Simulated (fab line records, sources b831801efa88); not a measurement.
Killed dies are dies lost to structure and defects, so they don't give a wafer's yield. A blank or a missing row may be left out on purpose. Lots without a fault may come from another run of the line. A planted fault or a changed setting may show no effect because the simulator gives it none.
Problem report in the 8D (eight disciplines) form, filled by code | flow gf180mcu | the parts of the form that need people (team, actions taken, sign-off) are left out

1. THE PROBLEM
SAB_CVD_00_THK at GF_SAB_THK_MEAS_01 reads a mean of 43.5 nm on 9 wafers of 3 lots; wafers without a fault read 50.1 nm with a standard deviation of 0.77. That is -8.5 standard deviations from the usual mean.
First seen on wafer L734.1, day 19 13:26, on film_metro-03. The record holds 42 wafers of 14 lots with a number at this step. Rule for "out", or "out of limits": more than 4 standard deviations from the usual mean. The other wafers with a number count as sound.

2. WHAT IT IS AND WHAT IT IS NOT
question                    | is                           | is not
which readings at this step | SAB_CVD_00_THK               | -
which lots                  | L734, L735, L737             | L719, L721, L723, L724, L725, L726, L730, L736, L739, L741, L742
which wafers of those lots  | all that have a number       | -
read on which gauges        | film_metro-02, film_metro-03 | film_metro-04
when                        | from day 19 13:26            | up to then (21 sound wafers); but 12 sound wafers of L736, L739, L741, L742 came after

3. SUSPECTS, AND WHAT RULES EACH OUT
Counting: a tool at a process step up to the reading stays a suspect if it ran every lot that is out and no sound lot after the first of them.
- the gauge at GF_SAB_THK_MEAS_01: ruled out. The wafers that are out were read on 2 gauges (film_metro-02, film_metro-03).
- pecvd-04 at GF_SAB_CVD_00 (deposits SiO2 from TEOS, target thk 50 nm, time 4.9302 s): kept. It ran every lot that is out, first L734 (day 19 13:25), and no sound lot after that; its last sound lot up to then is L726 (day 16 14:04).
Left after counting: pecvd-04 at GF_SAB_CVD_00.

4. THE CAUSE (what the simulator had put in)
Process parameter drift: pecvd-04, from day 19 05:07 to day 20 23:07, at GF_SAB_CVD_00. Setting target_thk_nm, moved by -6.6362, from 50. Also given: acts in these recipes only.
Counting left only this tool.

5. THE CHAIN OF EFFECTS, in route order
Each row: a reading whose mean over the struck wafers that have a number lies more than 3 standard deviations from the usual. Only readings for which the record gives a usual standard deviation are gone through. hours: the time from each lot's start at the first step in this table that gives one to its start at this step, as a median over the lots. sigmas: the change in usual standard deviations.
hours | step               | reading        | usual   | on struck wafers | change | sigmas
0     | GF_SAB_THK_MEAS_01 | SAB_CVD_00_THK | 50.1 nm | 43.5             | -6.6   | -8.5
Later measuring or inspecting steps at which every struck wafer that the step has a row for has a number for every such reading, and none has moved that far: GF_V1_THK_MEAS_25, GF_V2_THK_MEAS_01.

6. WHAT WOULD HAVE CAUGHT IT SOONER
In this record the first reading out of limits at a measuring or inspecting step was taken at day 19 13:26, 8 hours after the fault began at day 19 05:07.
Of the tool readings at GF_SAB_CVD_00 for which the record gives a usual standard deviation, none was out on any struck wafer, so an alarm limit of 4 standard deviations on them would not have fired.
Of the lots that are out (3), L735, L737 began GF_SAB_CVD_00 on pecvd-04 after day 19 13:26. A hold on the tool at that time would have spared those 2.
